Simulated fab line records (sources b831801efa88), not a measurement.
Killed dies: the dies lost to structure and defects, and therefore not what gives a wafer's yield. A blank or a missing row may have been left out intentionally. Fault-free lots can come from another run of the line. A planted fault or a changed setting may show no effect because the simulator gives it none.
fab line records	flow sky130
record: lots: 6	wafers: 18	lastDay: 50
route steps=708 shown VIA2@522 METAL3@532 CAPM@537 PAD_OPEN@708
lots with no fault: from the same line, run without faults
startH: hours from the record's first day to the start of the lot's first wafer shown	waitH: time in hours since the lot's previous step	" repeats the value in the row above	L1.1+2: a single row standing in for several wafers	- value missing, or start not given	* or withheld: withheld	< > ~ a bound
route shown NAME@n: names a module that has steps shown in the file, with the first one's number in the route	usual: the fault-free wafers' mean and standard deviation	same: alike in all rows	chamber/n: place in a boat	sites: readings site by site	_std_site: standard deviation across them	_edge_site: inner sites' mean taken away from outer sites' mean	radiusMm: for every site, how far away it sits from the centre of the wafer	mask NAME#n: copy n	behind: the last tool/chamber to shape the wafer	hold: reason for holding the lot/hours on hold/outcome of the hold	device: names the non-switching transistor (n, p or np)	end of line: tests run on the same wafers once the route is complete	where a step has no rows: the recipe by itself	killed: dies that structure and defects cost at the first sort, which is not the same as the wafer's yield	map: a wafer's dies, x killed, . not, _ none there
set.NAME: the setting as run; set.NAME@STEP: as run at that earlier step	model.NAME: the simulator's own value behind a step, which no gauge read
lots at selected steps of the route; one table per step, one row per wafer
services: a tool's chamber out of use, with start hour (startH, from the record's first day; less than 0 if before it), hours out, and reason
== steps ==
step: SKY_VIA2_ETCH_15
recipe: target: SiO2	chemistry: C4F8/O2/Ar	targetDepthNm: 546	stopOn: TiN	maskMaterial: KrF-thick	sourceW: 1500	biasW: 1200	pressureMtorr: 40	c4f8FlowSccm: withheld	O2_flow_sccm: 6	Ar_flow_sccm: 300	timeS: 84
usual: biasW: 1200/3.4	oesProductAu: 0.939/0.0048
lot.wafer	tool	chamber	startH	waitH	biasW	oesProductAu	rfHoursCounterH
L216.1	rieDiel-02	3	838.65	0.0	1201	0.944	2
L216.3	"	2	"	"	1198	0.931	1
L216.6	"	3	"	"	1198	0.938	-
L223.1	rieDiel-04	3	923.39	0.0	1196	0.944	8
L223.3	"	0	"	"	1197	0.933	11
L223.4	"	1	"	"	1203	0.942	13
L222.1	rieDiel-03	2	926.35	0.0	1195	0.940	20
L222.4	"	2	"	"	1197	0.941	-
L222.6	"	1	"	"	1200	0.936	-
L224.3	rieDiel-02	3	926.68	0.0	1198	0.937	5
L224.4	"	2	"	"	1203	0.941	4
L224.6	"	3	"	"	1191	0.940	-
L234.1	rieDiel-02	2	994.04	0.0	1202	0.934	6
L234.3	"	1	"	"	1197	0.951	22
L234.5	"	1	"	"	1199	0.938	-
L235.2	rieDiel-02	0	995.76	0.0	1201	0.938	13
L235.4	"	2	"	"	1197	0.938	6
L235.6	"	1	"	"	1192	0.939	-
step: SKY_VIA2_STRIP_16
recipe: chemistry: O2/N2	powerW: 1400	pressureMtorr: 1500	platenTempC: withheld	o2FlowSccm: 3000	n2FlowSccm: 300	overashFraction: 0.5
step: SKY_VIA2_STRIP_17
recipe: chemistry: postEtchResidueRemover	timeS: 1200	tempC: 72.5
step: SKY_VIA2_CLEAN_18
recipe: chemistry: IPA	timeS: 180	tempC: 25
step: SKY_VIA2_CLEAN_19
recipe: chemistry: O3/DIW	dry: n2Spin
step: SKY_VIA2_SPUTTER_20
recipe: material: TiN	targetThkNm: 20	chamberPressurePa: 5	powerW: 4000	timeS: 80
step: SKY_VIA2_CVD_21
recipe: material: W	targetThkNm: 420	timeS: 126.4	tempC: 400	pressureTorr: 40
usual: heaterPowerW: 867/47
lot.wafer	tool	chamber	startH	waitH	heaterPowerW
L216.1	cvdW-02	0	839.41	0.0	887
L216.3	"	1	"	"	906
L216.6	"	1	"	"	919
L223.1	cvdW-02	1	924.25	0.0	846
L223.3	"	0	"	"	879
L223.4	"	1	"	"	855
L222.1	cvdW-02	1	927.94	0.0	855
L222.4	"	0	"	"	887
L222.6	"	1	"	"	854
L224.3	cvdW-01	1	928.06	0.1	882
L224.4	"	0	"	"	805
L224.6	"	1	"	"	921
L234.1	cvdW-02	1	994.78	0.1	846
L234.3	"	1	"	"	842
L234.5	"	1	"	"	831
L235.2	cvdW-02	1	996.47	0.0	858
L235.4	"	0	"	"	893
L235.6	"	0	"	"	894
step: SKY_VIA2_RS_MEAS_22
recipe: thkMeasGauge: four-point-probe	reads: W_of_VIA2_CVD_21+TiN_of_VIA2_SPUTTER_20
usual: VIA2_W_RS: 0.274/0.0038
lot.wafer	tool	chamber	startH	waitH	VIA2_W_RS[ohm/sq]
L216.1	filmMetro-03	-	839.54	0.1	0.272
L216.3	"	-	"	"	0.270
L216.6	"	-	"	"	0.272
L223.1	filmMetro-03	-	924.38	0.1	0.269
L223.3	"	-	"	"	0.269
L223.4	"	-	"	"	0.271
L222.1	filmMetro-03	-	928.07	0.1	0.272
L222.4	"	-	"	"	0.273
L222.6	"	-	"	"	0.273
L224.3	filmMetro-04	-	928.19	0.1	0.273
L224.4	"	-	"	"	0.276
L224.6	"	-	"	"	0.278
L234.1	filmMetro-04	-	994.91	0.1	0.273
L234.3	"	-	"	"	0.272
L234.5	"	-	"	"	0.277
L235.2	filmMetro-04	-	996.62	0.1	0.277
L235.4	"	-	"	"	0.275
L235.6	"	-	"	"	0.274
step: SKY_VIA2_THK_MEAS_23
recipe: thkMeasGauge: xrf	reads: W_of_VIA2_CVD_21
usual: VIA2_W_THK: 414/6.1
lot.wafer	tool	chamber	startH	waitH	VIA2_W_THK[nm]
L216.1	filmMetro-03	-	839.66	0.1	417
L216.3	"	-	"	"	418
L216.6	"	-	"	"	418
L223.1	filmMetro-03	-	924.50	0.1	424
L223.3	"	-	"	"	422
L223.4	"	-	"	"	426
L222.1	filmMetro-03	-	928.19	0.1	420
L222.4	"	-	"	"	419
L222.6	"	-	"	"	416
L224.3	filmMetro-04	-	928.29	0.1	419
L224.4	"	-	"	"	411
L224.6	"	-	"	"	410
L234.1	filmMetro-04	-	995.03	0.1	416
L234.3	"	-	"	"	416
L234.5	"	-	"	"	412
L235.2	filmMetro-04	-	996.73	0.1	413
L235.4	"	-	"	"	417
L235.6	"	-	"	"	416
step: SKY_VIA2_CMP_24
recipe: stopOn: SiO2	tOverpolishS: 20	downForcePsi: 3.5	platenRpm: 60	targetThkNm: 0	padVelocityMS: 0.94248
step: SKY_METAL3_SPUTTER_00
recipe: material: Ti	targetThkNm: 15	powerW: 3000	timeS: 10	chamberPressurePa: 0.4
step: SKY_METAL3_SPUTTER_01
recipe: material: TiN	targetThkNm: 20	powerW: 6500	timeS: 16.7	chamberPressurePa: 0.4
usual: throttleValvePct: 29.9/0.89
lot.wafer	tool	chamber	startH	waitH	throttleValvePct
L216.1	pvdSputter-02	-	840.04	0.0	30.0
L216.3	"	-	"	"	28.8
L216.6	"	-	"	"	30.0
L223.1	pvdSputter-01	-	924.88	0.0	30.2
L223.3	"	-	"	"	30.9
L223.4	"	-	"	"	29.4
L222.1	pvdSputter-04	-	928.57	0.0	30.1
L222.4	"	-	"	"	30.0
L222.6	"	-	"	"	29.7
L224.3	pvdSputter-01	-	928.65	0.0	30.5
L224.4	"	-	"	"	29.1
L224.6	"	-	"	"	30.3
L234.1	pvdSputter-04	-	995.41	0.0	29.9
L234.3	"	-	"	"	29.8
L234.5	"	-	"	"	30.0
L235.2	pvdSputter-04	-	997.10	0.0	31.6
L235.4	"	-	"	"	30.0
L235.6	"	-	"	"	31.5
step: SKY_METAL3_SPUTTER_02
recipe: material: AlCu	targetThkNm: 735	powerW: 10600	timeS: 39.1	chamberPressurePa: 0.4
usual: throttleValvePct: 29.9/0.9
lot.wafer	tool	chamber	startH	waitH	throttleValvePct
L216.1	pvdSputter-02	-	840.07	0.0	29.8
L216.3	"	-	"	"	29.0
L216.6	"	-	"	"	30.1
L223.1	pvdSputter-01	-	924.90	0.0	30.2
L223.3	"	-	"	"	31.1
L223.4	"	-	"	"	29.1
L222.1	pvdSputter-04	-	928.60	0.0	30.1
L222.4	"	-	"	"	30.2
L222.6	"	-	"	"	30.1
L224.3	pvdSputter-01	-	928.68	0.0	29.9
L224.4	"	-	"	"	29.1
L224.6	"	-	"	"	30.3
L234.1	pvdSputter-04	-	995.44	0.0	29.7
L234.3	"	-	"	"	30.0
L234.5	"	-	"	"	30.0
L235.2	pvdSputter-04	-	997.13	0.0	31.5
L235.4	"	-	"	"	30.1
L235.6	"	-	"	"	31.5
step: SKY_METAL3_SPUTTER_03
recipe: material: Ti	targetThkNm: 5	powerW: 3000	timeS: 3.3	chamberPressurePa: 0.4
step: SKY_METAL3_SPUTTER_04
recipe: material: TiN	targetThkNm: 70	powerW: 6500	timeS: 58.3	chamberPressurePa: 0.4
step: SKY_CAPM_CVD_00
recipe: material: SiO2	targetThkNm: 15.5	tempC: 400	timeS: withheld	rfW: 450
step: SKY_CAPM_THK_MEAS_01
recipe: reads: SiO2_of_CAPM_CVD_00
usual: CAPM_CVD_00_THK: 15.42/0.23
lot.wafer	tool	chamber	startH	waitH	CAPM_CVD_00_THK[nm]
L216.1	filmMetro-04	-	840.20	-	15.11
L216.3	"	-	"	"	15.42
L216.6	"	-	"	"	15.91
L223.1	filmMetro-03	-	925.03	-	15.34
L223.3	"	-	"	"	15.28
L223.4	"	-	"	"	15.71
L222.1	filmMetro-03	-	928.72	-	15.16
L222.4	"	-	"	"	15.40
L222.6	"	-	"	"	15.33
L224.3	filmMetro-04	-	928.82	-	15.35
L224.4	"	-	"	"	15.28
L224.6	"	-	"	"	15.50
L234.1	filmMetro-04	-	995.57	-	15.42
L234.3	"	-	"	"	15.03
L234.5	"	-	"	"	15.59
L235.2	filmMetro-04	-	997.27	-	15.34
L235.4	"	-	"	"	15.56
L235.6	"	-	"	"	15.64
step: SKY_CAPM_SPUTTER_02
recipe: material: TiN	targetThkNm: 200	tempC: 300	powerW: 6691	timeS: 166.7	chamberPressurePa: 0.4
usual: substrateTempC: 299.98/0.19	throttleValvePct: 30.0/0.69
lot.wafer	tool	chamber	startH	waitH	substrateTempC	throttleValvePct
L216.1	pvdSputter-03	-	840.26	0.1	299.98	29.3
L216.3	"	-	"	"	300.11	29.9
L216.6	"	-	"	"	300.11	30.1
L223.1	pvdSputter-03	-	925.09	0.1	299.79	29.1
L223.3	"	-	"	"	300.02	30.0
L223.4	"	-	"	"	300.06	30.5
L222.1	pvdSputter-03	-	928.78	0.1	299.85	29.7
L222.4	"	-	"	"	299.83	30.4
L222.6	"	-	"	"	300.15	29.9
L224.3	pvdSputter-02	-	928.86	0.0	299.83	30.0
L224.4	"	-	"	"	300.30	31.0
L224.6	"	-	"	"	300.04	31.1
L234.1	pvdSputter-04	-	995.63	0.1	299.90	29.9
L234.3	"	-	"	"	299.97	29.9
L234.5	"	-	"	"	299.87	31.3
L235.2	pvdSputter-02	-	997.32	0.0	300.11	29.8
L235.4	"	-	"	"	300.11	29.6
L235.6	"	-	"	"	300.09	30.0
step: SKY_CAPM_RS_MEAS_03
recipe: thkMeasGauge: four-point-probe	reads: TiN_of_CAPM_SPUTTER_02
usual: CAPM_TIN_RS: 6.67/0.068
lot.wafer	tool	chamber	startH	waitH	CAPM_TIN_RS[ohm/sq]
L216.1	filmMetro-04	-	840.37	0.1	6.69
L216.3	"	-	"	"	6.63
L216.6	"	-	"	"	6.65
L223.1	filmMetro-04	-	925.20	0.1	6.70
L223.3	"	-	"	"	6.80
L223.4	"	-	"	"	6.71
L222.1	filmMetro-01	-	928.89	0.1	6.70
L222.4	"	-	"	"	6.70
L222.6	"	-	"	"	6.74
L224.3	filmMetro-04	-	929.01	0.1	6.71
L224.4	"	-	"	"	6.57
L224.6	"	-	"	"	6.63
L234.1	filmMetro-04	-	995.74	0.1	6.78
L234.3	"	-	"	"	6.74
L234.5	"	-	"	"	6.79
L235.2	filmMetro-01	-	997.45	0.1	6.69
L235.4	"	-	"	"	6.65
L235.6	"	-	"	"	6.66
step: SKY_CAPM_THK_MEAS_04
recipe: thkMeasGauge: xrf	reads: TiN_of_CAPM_SPUTTER_02
usual: CAPM_TIN_THK: 206.0/2.1
lot.wafer	tool	chamber	startH	waitH	CAPM_TIN_THK[nm]
L216.1	filmMetro-04	-	840.49	0.1	206.0
L216.3	"	-	"	"	208.3
L216.6	"	-	"	"	207.8
L223.1	filmMetro-04	-	925.32	0.1	205.1
L223.3	"	-	"	"	201.7
L223.4	"	-	"	"	204.6
L222.1	filmMetro-01	-	929.01	0.1	204.9
L222.4	"	-	"	"	205.0
L222.6	"	-	"	"	203.7
L224.3	filmMetro-04	-	929.11	0.1	204.8
L224.4	"	-	"	"	208.4
L224.6	"	-	"	"	207.0
L234.1	filmMetro-04	-	995.86	0.1	204.2
L234.3	"	-	"	"	203.2
L234.5	"	-	"	"	202.0
L235.2	filmMetro-01	-	997.56	0.1	204.9
L235.4	"	-	"	"	207.3
L235.6	"	-	"	"	206.5
step: SKY_CAPM_DEHYDRATE_05
recipe: tempC: 200	timeS: 60
step: SKY_CAPM_HMDS_06
recipe: primeTimeS: 60	primeTempC: 120
step: SKY_CAPM_COAT_07
recipe: resist: NOVOLAK	spinRpm: 3000	resistThkNm: 1140
step: SKY_CAPM_SOFTBAKE_08
recipe: tempC: 90	timeS: 60	resist: NOVOLAK
step: SKY_CAPM_EXPOSE_09
recipe: maskId: CAPM	na: 0.6	sourceShape: conventional	sigmaOuter: 0.6	polarization: unpolarized	targetCdNm: 1000	doseMj: 159
step: SKY_CAPM_PEB_10
recipe: tempC: withheld	timeS: *	resist: NOVOLAK
step: SKY_CAPM_DEVELOP_11
recipe: resist: NOVOLAK	developer: TMAH	developTimeS: 60	devTempC: 23
step: SKY_CAPM_OVL_MEAS_12
usual: CAPM_OVL: -0.3/1.5
lot.wafer	tool	chamber	startH	waitH	CAPM_OVL[nm]
L216.1	overlay-02	-	866.78	0.1	0.1
L216.3	"	-	"	"	0.3
L216.6	"	-	"	"	1.5
L223.1	overlay-01	-	948.63	0.1	-0.9
L223.3	"	-	"	"	0.1
L223.4	"	-	"	"	1.3
L222.1	overlay-02	-	953.45	0.1	-2.8
L222.4	"	-	"	"	-2.3
L222.6	"	-	"	"	-2.9
L224.3	overlay-02	-	953.65	0.1	0.4
L224.4	"	-	"	"	0.5
L224.6	"	-	"	"	-0.9
L234.1	overlay-02	-	1017.48	0.1	0.3
L234.3	"	-	"	"	-3.0
L234.5	"	-	"	"	0.0
L235.2	overlay-02	-	1018.95	0.1	0.5
L235.4	"	-	"	"	1.6
L235.6	"	-	"	"	1.0
step: SKY_CAPM_METAL_ETCH_13
recipe: targetDepthNm: 220	stopOn: SiO2	chemistry: Cl2/BCl3	target: TiN	pressureMtorr: 10	icpW: 900	biasW: 48.5	Cl2_flow_sccm: 60	bcl3FlowSccm: 30	timeS: 62.9
step: SKY_CAPM_STRIP_14
recipe: chemistry: O2/N2	powerW: 1400	pressureMtorr: 1500	platenTempC: withheld	o2FlowSccm: 3000	n2FlowSccm: 300	overashFraction: 0.5
usual: drypumpMotorCurrentA: 5.5/0.43	oesProductAu: 0.710/0.0044	stripTimeToEndpointS: 12.66/0.047
lot.wafer	tool	chamber	startH	waitH	drypumpMotorCurrentA	oesProductAu	rfHoursCounterH	stripTimeToEndpointS
L216.1	plasmaAsher-01	1	866.90	0.1	5.5	0.709	13	12.66
L216.3	"	1	"	"	5.5	0.709	-	12.66
L216.6	"	0	"	"	5.3	0.715	-	12.69
L223.1	plasmaAsher-03	0	948.75	0.1	5.8	0.708	52	12.59
L223.3	"	0	"	"	5.8	0.716	-	12.58
L223.4	"	1	"	"	6.2	0.721	-	12.63
L222.1	plasmaAsher-02	0	953.56	0.1	6.1	0.719	111	12.75
L222.4	"	0	"	"	6.1	0.708	-	12.70
L222.6	"	0	"	"	6.1	0.702	-	12.69
L224.3	plasmaAsher-03	1	953.78	0.1	6.2	0.711	-	12.62
L224.4	"	0	"	"	5.8	0.705	-	12.57
L224.6	"	0	"	"	5.8	0.706	-	12.67
L234.1	plasmaAsher-01	1	1017.60	0.1	5.5	0.709	27	12.69
L234.3	"	1	"	"	5.5	0.711	-	12.62
L234.5	"	1	"	"	5.5	0.715	-	12.65
L235.2	plasmaAsher-03	0	1019.06	0.1	5.8	0.715	60	12.69
L235.4	"	0	"	"	5.8	0.706	-	12.68
L235.6	"	0	"	"	5.8	0.707	-	12.64
step: SKY_CAPM_STRIP_15
recipe: chemistry: postEtchResidueRemover	timeS: 1200	tempC: 72.5
step: SKY_CAPM_CLEAN_16
recipe: chemistry: IPA	timeS: 180	tempC: 25
step: SKY_CAPM_CLEAN_17
recipe: chemistry: O3/DIW	dry: n2Spin
step: SKY_METAL3_DEHYDRATE_05
recipe: tempC: 200	timeS: 60
step: SKY_METAL3_HMDS_06
recipe: primeTimeS: 60	primeTempC: 120
step: SKY_METAL3_COAT_07
recipe: resist: BARC	tempC: withheld	timeS: withheld	spinRpm: 3000	resistThkNm: 60
step: SKY_METAL3_COAT_08
recipe: resist: KrF-thick	spinRpm: 3000	resistThkNm: 1140
step: SKY_METAL3_SOFTBAKE_09
recipe: tempC: 100	timeS: 90	resist: KrF-thick
step: SKY_METAL3_EXPOSE_10
recipe: maskId: MM3	na: 0.68	sourceShape: annular	sigmaInner: 0.4	sigmaOuter: 0.8	targetCdNm: 300	doseMj: 28
step: SKY_METAL3_PEB_11
recipe: pebTempC: withheld	pebTimeS: withheld	resist: KrF-thick
step: SKY_METAL3_DEVELOP_12
recipe: developTimeS: 60	resist: KrF-thick	devTempC: 21
step: SKY_METAL3_CD_MEAS_13
recipe: targetCdNm: 300
usual: cdNm: 299.6/1.2
lot.wafer	tool	chamber	startH	waitH	cdNm
L216.1	cdSem-01	-	892.93	-	301.6
L216.3	"	-	"	"	299.7
L216.6	"	-	"	"	298.8
L223.1	cdSem-02	-	973.25	-	300.7
L223.3	"	-	"	"	300.1
L223.4	"	-	"	"	299.9
L222.1	cdSem-02	-	977.68	-	300.2
L222.4	"	-	"	"	299.0
L222.6	"	-	"	"	300.2
L224.3	cdSem-01	-	978.07	-	300.2
L224.4	"	-	"	"	299.5
L224.6	"	-	"	"	297.3
L234.1	cdSem-02	-	1040.94	-	299.7
L234.3	"	-	"	"	300.1
L234.5	"	-	"	"	301.1
L235.2	cdSem-01	-	1042.30	-	299.6
L235.4	"	-	"	"	299.2
L235.6	"	-	"	"	299.7
step: SKY_PAD_OPEN_PROBE_99
usual: defectLimitedYield: 82.5/1.9	killed_at_M0_to_M3: 42/6.4	killed_at_M4_up: 2.9/1.7	killedAtContacts: 25/5.2	killedAtFrontEnd: 16/4.4	killedAtOther: 0.4/0.65	killedDies: 86/9.2	killedOnRim: 17/3.9	killedOpen: 47/6.6	killedShort: 39/5.8	sort_bin_3_pad_short: 0.9/0.42	sort_bin_5_function: 10.4/1.5	sort_bin_6_memory: 6.3/1	sortNPass: 406/9.2	sortYieldPct: 82.5/1.9
same: grossDies: 492	killedAtBackSide: 0	sort_bin_4_leakage[%]: 0	sort_bin_8_speed[%]: 0
lot.wafer	tool	chamber	startH	waitH	defectLimitedYield[%]	killed_at_M0_to_M3	killed_at_M4_up	killedAtContacts	killedAtFrontEnd	killedAtOther	killedDies	killedOnRim	killedOpen	killedShort	sort_bin_3_pad_short[%]	sort_bin_5_function[%]	sort_bin_6_memory[%]	sortNPass	sortYieldPct[%]	model.etest.tester.sortNPass	model.etest.tester.sortYieldPct	model.etest.tester.sort_bin_5_pct	model.etest.tester.sort_bin_3_pct
L216.1	prober-01	-	1064.21	0.1	83.3	44	2	24	12	0	82	16	39	43	0.4	10.4	5.9	410	83.3	410	83.33	10.37	0.4065
L216.3	prober-01	-	1064.31	0.2	80.7	55	3	22	14	1	95	20	53	41	0.4	11.0	7.9	397	80.7	397	80.69	10.98	0.4065
L216.6	prober-01	-	1064.46	0.2	86.2	34	1	21	12	0	68	17	39	29	0.8	8.3	4.7	424	86.2	424	86.18	8.333	0.813
L223.1	prober-02	-	1136.96	0.1	81.5	35	4	31	21	0	91	13	58	32	0.6	11.0	6.9	401	81.5	401	81.5	10.98	0.6098
L223.3	prober-02	-	1137.06	0.2	80.5	41	4	29	22	0	96	20	49	46	1.0	11.6	6.9	396	80.5	396	80.49	11.59	1.016
L223.4	prober-02	-	1137.11	0.2	84.6	31	1	25	18	1	76	11	36	38	0.8	9.3	5.3	416	84.6	416	84.55	9.35	0.813
L222.1	prober-01	-	1140.94	0.1	85.2	37	1	22	12	1	73	14	43	30	1.2	6.9	6.7	419	85.2	419	85.16	6.911	1.22
L222.4	prober-01	-	1141.09	0.2	81.3	45	2	29	16	0	92	17	52	40	0.8	11.2	6.7	400	81.3	400	81.3	11.18	0.813
L222.6	prober-01	-	1141.19	0.2	83.9	49	3	19	8	0	79	15	34	45	0.8	10.4	4.9	413	83.9	413	83.94	10.37	0.813
L224.3	prober-02	-	1141.14	0.2	83.7	43	1	22	14	0	80	15	43	37	0.8	11.0	4.5	412	83.7	412	83.74	10.98	0.813
L224.4	prober-02	-	1141.19	0.2	86.4	34	6	19	8	0	67	14	33	34	1.0	7.7	4.9	425	86.4	425	86.38	7.724	1.016
L224.6	prober-02	-	1141.29	0.2	83.9	38	3	20	17	1	79	17	40	38	0.8	11.6	3.7	413	83.9	413	83.94	11.59	0.813
L234.1	prober-01	-	1186.97	0.1	70.9	86	2	35	20	0	143	27	61	44	1.8	18.5	8.7	349	70.9	349	70.94	18.5	1.829
L234.3	prober-01	-	1187.07	0.2	78.9	68	0	24	12	0	104	20	44	29	1.8	12.0	7.3	388	78.9	388	78.86	11.99	1.829
L234.5	prober-01	-	1187.17	0.2	77.2	73	3	19	16	1	112	20	32	42	3.3	11.8	7.7	380	77.2	380	77.24	11.79	3.252
L235.2	prober-02	-	1188.32	0.1	74.2	89	1	26	11	0	127	15	42	39	2.4	15.7	7.7	365	74.2	365	74.19	15.65	2.439
L235.4	prober-02	-	1188.42	0.2	76.2	74	1	27	15	0	117	25	47	41	2.6	14.0	7.1	375	76.2	375	76.22	14.02	2.642
L235.6	prober-02	-	1188.52	0.2	73.6	87	3	23	17	0	130	20	46	40	2.0	17.5	6.9	362	73.6	362	73.58	17.48	2.033
killed by level:class
L216.1 VIA1:geometricParticle:open=12 METAL2:geometricParticle:short=9 CONTACT:geometricParticle:open=8 FIELD_ISO:geometricParticle:short=5 LI_CONTACT:geometricParticle:open=5 LOCAL_INTERCONNECT:geometricParticle:short=5 VIA1:geometricParticle:short=5 VIA3:geometricParticle:short=5
L216.3 CONTACT:geometricParticle:open=12 VIA2:geometricParticle:open=8 METAL1:geometricParticle:short=7 VIA1:geometricParticle:short=7 LI_CONTACT:geometricParticle:open=6 VIA1:geometricParticle:open=6 METAL3:geometricParticle:short=6 METAL2:geometricParticle:short=5
L216.6 CONTACT:geometricParticle:open=12 VIA1:geometricParticle:open=7 VIA2:geometricParticle:open=6 METAL1:geometricParticle:short=5 VIA3:geometricParticle:open=5 FIELD_ISO:geometricParticle:short=3 FIELD_ISO:geometricParticle:open=3 VIA3:geometricParticle:short=3
L223.1 CONTACT:geometricParticle:open=15 VIA1:geometricParticle:open=9 VIA3:geometricParticle:open=8 CONTACT:geometricParticle:short=7 POLY_GATE:geometricParticle:open=5 LI_CONTACT:geometricParticle:open=5 VIA2:geometricParticle:open=5 POLY_CUT:geometricParticle:short=4
L223.3 CONTACT:geometricParticle:open=13 VIA3:geometricParticle:open=8 LI_CONTACT:geometricParticle:open=6 LOCAL_INTERCONNECT:geometricParticle:short=6 METAL2:geometricParticle:short=6 FIELD_ISO:geometricParticle:open=5 POLY_GATE:geometricParticle:short=5 VIA1:geometricParticle:open=5
L223.4 VIA1:geometricParticle:open=8 VIA2:geometricParticle:open=7 CONTACT:geometricParticle:open=7 CONTACT:geometricParticle:short=6 FIELD_ISO:geometricParticle:short=5 LI_CONTACT:geometricParticle:short=5 LOCAL_INTERCONNECT:geometricParticle:short=5 FIELD_ISO:geometricParticle:open=4
L222.1 VIA1:geometricParticle:open=9 CONTACT:geometricParticle:open=8 VIA3:geometricParticle:open=7 LI_CONTACT:geometricParticle:open=6 POLY_GATE:geometricParticle:open=5 CONTACT:geometricParticle:short=5 VIA3:geometricParticle:short=5 METAL1:geometricParticle:short=4
L222.4 VIA1:geometricParticle:open=14 VIA2:geometricParticle:open=8 LI_CONTACT:geometricParticle:open=8 LOCAL_INTERCONNECT:geometricParticle:short=7 POLY_GATE:geometricParticle:open=6 CONTACT:geometricParticle:short=5 CONTACT:geometricParticle:open=5 VIA1:geometricParticle:short=5
L224.3 VIA2:geometricParticle:open=8 VIA3:geometricParticle:open=7 VIA1:geometricParticle:open=7 CONTACT:geometricParticle:open=6 FIELD_ISO:geometricParticle:open=5 LI_CONTACT:geometricParticle:open=5 CONTACT:geometricParticle:short=5 METAL1:geometricParticle:short=5
L224.4 CONTACT:geometricParticle:open=6 METAL3:geometricParticle:short=6 VIA1:geometricParticle:open=5 LI_CONTACT:geometricParticle:open=4 VIA3:geometricParticle:open=4 POLY_GATE:geometricParticle:short=3 LI_CONTACT:geometricParticle:short=3 CONTACT:geometricParticle:short=3
L222.6 VIA2:geometricParticle:short=11 VIA1:geometricParticle:open=10 METAL3:geometricParticle:short=7 CONTACT:geometricParticle:open=6 METAL2:geometricParticle:short=6 LI_CONTACT:geometricParticle:open=5 LOCAL_INTERCONNECT:geometricParticle:short=5 VIA3:geometricParticle:open=5
L224.6 VIA3:geometricParticle:open=9 CONTACT:geometricParticle:open=8 METAL1:geometricParticle:short=6 POLY_GATE:geometricParticle:open=5 FIELD_ISO:geometricParticle:short=4 VIA1:geometricParticle:open=4 CONTACT:geometricParticle:short=4 METAL2:geometricParticle:short=4
L234.1 METAL3:unspecified=38 CONTACT:geometricParticle:open=15 VIA1:geometricParticle:open=10 LI_CONTACT:geometricParticle:open=8 POLY_GATE:geometricParticle:short=7 METAL2:geometricParticle:short=7 VIA2:geometricParticle:open=7 POLY_GATE:geometricParticle:open=6
L234.3 METAL3:unspecified=31 LI_CONTACT:geometricParticle:open=8 CONTACT:geometricParticle:open=7 VIA1:geometricParticle:open=7 LOCAL_INTERCONNECT:geometricParticle:short=6 VIA3:geometricParticle:open=6 FIELD_ISO:geometricParticle:short=5 METAL2:geometricParticle:short=5
L234.5 METAL3:unspecified=38 VIA1:geometricParticle:open=9 CONTACT:geometricParticle:open=8 METAL3:geometricParticle:short=8 FIELD_ISO:geometricParticle:short=6 POLY_GATE:geometricParticle:short=5 VIA3:geometricParticle:open=5 CONTACT:geometricParticle:short=4
L235.2 METAL3:unspecified=46 VIA1:geometricParticle:open=13 LI_CONTACT:geometricParticle:open=10 METAL2:geometricParticle:short=9 VIA1:geometricParticle:short=6 CONTACT:geometricParticle:open=5 CONTACT:geometricParticle:short=5 METAL1:geometricParticle:short=4
L235.4 METAL3:unspecified=29 VIA2:geometricParticle:open=9 CONTACT:geometricParticle:open=8 VIA1:geometricParticle:open=8 FIELD_ISO:geometricParticle:open=7 CONTACT:geometricParticle:short=7 VIA1:geometricParticle:short=7 LI_CONTACT:geometricParticle:open=5
L235.6 METAL3:unspecified=44 CONTACT:geometricParticle:open=11 METAL2:geometricParticle:short=9 VIA1:geometricParticle:open=8 FIELD_ISO:geometricParticle:short=6 METAL1:geometricParticle:short=6 VIA1:geometricParticle:short=6 LI_CONTACT:geometricParticle:open=5
map L234.1 (x killed, . not)
__________x...xxxxx._________
________....xxxxxxxxx._______
______x.x....xxxxxx....x_____
_____......xxxxxxxxxxx..x____
____......x..xxxxxxx.x....___
___x.....xx..xxxxx.......x.__
__x.x..x.x.xxx.xxx.x........_
_.x..xxx......xx.xxx..xx.....
_.x...xxxx.........xxx......x
_........x..x.x......xx..x...
_.x..........x..x.......x....
_.......xx.x.x.............x.
_x.....x.x....x..............
_......x.xx.x....x...xx.x.x..
_...x.......x............x...
__.x..x.x.x......x..x.x....._
___.....x..xx...x....x....x__
____........x...........xx___
_____........x.x.x....x..____
______..x....x....x....._____
________x.x........x.._______
__________.........x_________
map L235.6 (x killed, . not)
__________x.x...x.x._________
________x.x..........._______
______.x.xxxx.xx.......x_____
_____......xxxxxxxx.x.x..____
____.x...xxxxxxxxx........___
___......xxxxxxxx...xx.....__
__x......xxxxxxxx.x.x.....x._
_x.........xxxxx.x.x.........
_..x.....xxx...xxx...x.......
_x.........x.xx......x.......
_...xx.x.....x...x.....x.....
_.......xx.x...x...x..x......
_....xx..........x...x..x....
_....xx......x.x.x.......x..x
_...x...x...xxx..x..x........
__.........xx.x........x...._
___x...............x....x..__
____....x...x...........x.___
_____x.........x...x.....____
______....xx.x.....x...._____
________....xx........_______
__________..xxx....._________
== services ==
tool	chamber	startH	hours	kind
rieDiel-04	1	822.57	21.8	repair
cvdW-01	-	825.90	0.3	repair
cvdW-02	-	833.26	0.9	repair
plasmaAsher-02	-	833.31	27.9	repair
pvdSputter-04	-	836.24	1.1	repair
pvdSputter-04	-	836.92	3.8	repair
plasmaAsher-02	-	838.22	0.8	repair
rieDiel-02	0	841.31	7.5	repair
rieDiel-03	3	842.44	16.7	repair
rieDiel-04	1	854.70	2.4	repair
rieDiel-03	-	866.49	10.2	repair
rieDiel-02	0	875.42	13.0	repair
rieDiel-03	2	875.81	4.5	repair
plasmaAsher-03	-	881.48	0.7	repair
pvdSputter-04	-	888.54	1.1	repair
cvdW-02	1	894.91	11.2	repair
cvdW-02	-	904.00	14.0	pm
rieDiel-03	0	924.60	9.7	repair
plasmaAsher-03	-	936.46	2.5	repair
pvdSputter-03	-	943.85	3.7	repair
pvdSputter-02	-	962.07	5.5	repair
plasmaAsher-01	-	966.93	14.9	repair
pvdSputter-01	-	978.72	24.4	repair
pvdSputter-04	-	990.78	3.9	repair
== key ==
firstSign: step: SKY_PAD_OPEN_PROBE_99	reading: killed_at_M0_to_M3	direction: up	sigmas: 5.8	usual: 42	struck: 80
effect: step: SKY_PAD_OPEN_PROBE_99	reading: defectLimitedYield	direction: down	sigmas: 3.9	usual: 82.5	struck: 75.2
modelEffect: step: SKY_PAD_OPEN_PROBE_99	value: etest.tester.sortNPass	without: 403.2	struck: 369.8
metAt SKY_METAL3_SPUTTER_02
struckWafers L234.1,L234.3,L234.5,L235.2,L235.4,L235.6
onsetBetween 928.60 995.44
alsoFits time
fault: kind: chamberParticleSource	tool: pvdSputter-04	chamber: -	onsetH: 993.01	steps: SKY_METAL3_SPUTTER_02	ratePerVisitCm2: 0.42559	endH: 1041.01
